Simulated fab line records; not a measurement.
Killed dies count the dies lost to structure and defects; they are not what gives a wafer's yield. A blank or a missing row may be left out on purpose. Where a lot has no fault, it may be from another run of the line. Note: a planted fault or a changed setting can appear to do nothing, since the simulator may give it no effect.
Which tool was responsible? :: flow sfq line :: at 1 step of a route of 325, 14 lots with 42 wafers sampled

== WHAT EACH GAUGE READ, for each wafer ==
No reading from a measuring or inspecting step in the record can be judged against a usual standard deviation.

== EACH LOT AND THE TOOL THAT RAN IT (in order: tool; ch and the chambers of the sampled wafers; start) ==
lot: L347
SFQ_TRILAYER_I2_VIA_BARC_OPEN_VIA_ETCH_096: rie diel-04 ch 0,2,3, day 39 22:23

lot: L348
SFQ_TRILAYER_I2_VIA_BARC_OPEN_VIA_ETCH_096: rie diel-01 ch 0,1,2, day 39 23:50

lot: L349
SFQ_TRILAYER_I2_VIA_BARC_OPEN_VIA_ETCH_096: rie diel-04 ch 2,3, day 40 09:59

lot: L354
SFQ_TRILAYER_I2_VIA_BARC_OPEN_VIA_ETCH_096: rie diel-02 ch 0,2, day 43 20:51

lot: L355
SFQ_TRILAYER_I2_VIA_BARC_OPEN_VIA_ETCH_096: rie diel-02 ch 0,3, day 44 05:51

lot: L356
SFQ_TRILAYER_I2_VIA_BARC_OPEN_VIA_ETCH_096: rie diel-02 ch 0,1,3, day 44 10:03

lot: L360
SFQ_TRILAYER_I2_VIA_BARC_OPEN_VIA_ETCH_096: rie diel-04 ch 0,1, day 45 23:10

lot: L361
SFQ_TRILAYER_I2_VIA_BARC_OPEN_VIA_ETCH_096: rie diel-04 ch 2,3, day 47 01:10

lot: L362
SFQ_TRILAYER_I2_VIA_BARC_OPEN_VIA_ETCH_096: rie diel-04 ch 0,1,3, day 47 04:29

lot: L366
SFQ_TRILAYER_I2_VIA_BARC_OPEN_VIA_ETCH_096: rie diel-02 ch 1,2, day 54 05:34

lot: L367
SFQ_TRILAYER_I2_VIA_BARC_OPEN_VIA_ETCH_096: rie diel-01 ch 0,2, day 54 09:10

lot: L368
SFQ_TRILAYER_I2_VIA_BARC_OPEN_VIA_ETCH_096: rie diel-04 ch 0,2, day 54 21:10

lot: L369
SFQ_TRILAYER_I2_VIA_BARC_OPEN_VIA_ETCH_096: rie diel-02 ch 0,3, day 55 08:58

lot: L370
SFQ_TRILAYER_I2_VIA_BARC_OPEN_VIA_ETCH_096: rie diel-02 ch 0,2, day 55 14:58
- SFQ_TRILAYER_I2_VIA_BARC_OPEN_VIA_ETCH_096: etches BARC in O2, target depth 125 nm, time 41.7 s.

== AS READ BY THE TOOLS THEMSELVES (means over the sampled wafers that have a number; for cases with no such wafer, the mark the record gives instead) ==
SFQ_TRILAYER_I2_VIA_BARC_OPEN_VIA_ETCH_096. Usual: bias w 80.01 W, standard deviation 0.24; drypump motor current A 5.8 A, standard deviation 0.55; oes product au 0.686 a.u., standard deviation 0.0044.
lot: L347
tool: rie diel-04
bias w (W): 79.78
drypump motor current A (A): 5.6
oes product au (a.u.): 0.685
flag: 

lot: L348
tool: rie diel-01
bias w (W): 79.79
drypump motor current A (A): 6.0
oes product au (a.u.): 0.683
flag: 

lot: L349
tool: rie diel-04
bias w (W): 79.88
drypump motor current A (A): 5.3
oes product au (a.u.): 0.684
flag: 

lot: L354
tool: rie diel-02
bias w (W): 80.01
drypump motor current A (A): 5.8
oes product au (a.u.): 0.686
flag: 

lot: L355
tool: rie diel-02
bias w (W): 79.93
drypump motor current A (A): 5.8
oes product au (a.u.): 0.687
flag: 

lot: L356
tool: rie diel-02
bias w (W): 80.24
drypump motor current A (A): 6.0
oes product au (a.u.): 0.684
flag: 

lot: L360
tool: rie diel-04
bias w (W): 80.05
drypump motor current A (A): 5.5
oes product au (a.u.): 0.687
flag: 

lot: L361
tool: rie diel-04
bias w (W): 82.52
drypump motor current A (A): 5.8
oes product au (a.u.): 0.681
flag: OFF

lot: L362
tool: rie diel-04
bias w (W): 82.24
drypump motor current A (A): 5.3
oes product au (a.u.): 0.684
flag: OFF

lot: L366
tool: rie diel-02
bias w (W): 80.07
drypump motor current A (A): 6.4
oes product au (a.u.): 0.688
flag: 

lot: L367
tool: rie diel-01
bias w (W): 79.92
drypump motor current A (A): 5.8
oes product au (a.u.): 0.686
flag: 

lot: L368
tool: rie diel-04
bias w (W): 80.28
drypump motor current A (A): 5.9
oes product au (a.u.): 0.686
flag: 

lot: L369
tool: rie diel-02
bias w (W): 80.18
drypump motor current A (A): 5.6
oes product au (a.u.): 0.682
flag: 

lot: L370
tool: rie diel-02
bias w (W): 79.93
drypump motor current A (A): 5.8
oes product au (a.u.): 0.688
flag: 

== THE ANSWER, worked out from the rows above alone ==
Rule: lot off if the mean of its wafers having a number is beyond 3 standard deviations from the usual mean. Also off: a lot with no number at a reading for which 4 or more lots have one. All remaining lots with rows at the step are treated as sound. After the gauges, taken in route order, come the tools' own readings; for these a lot's mean is taken, as printed above. The first step at which some lot is off is used, and at that step the reading that is off furthest; a lot without a number counts as furthest.
Off: L361, L362, at SFQ_TRILAYER_I2_VIA_BARC_OPEN_VIA_ETCH_096 (bias w).
A tool fits if, at that step or a process step before it, it ran every lot that is off, and no sound lot after the first of them. Of those tried, none fits.

== WHAT HAD BEEN PUT IN BY THE SIMULATOR ==
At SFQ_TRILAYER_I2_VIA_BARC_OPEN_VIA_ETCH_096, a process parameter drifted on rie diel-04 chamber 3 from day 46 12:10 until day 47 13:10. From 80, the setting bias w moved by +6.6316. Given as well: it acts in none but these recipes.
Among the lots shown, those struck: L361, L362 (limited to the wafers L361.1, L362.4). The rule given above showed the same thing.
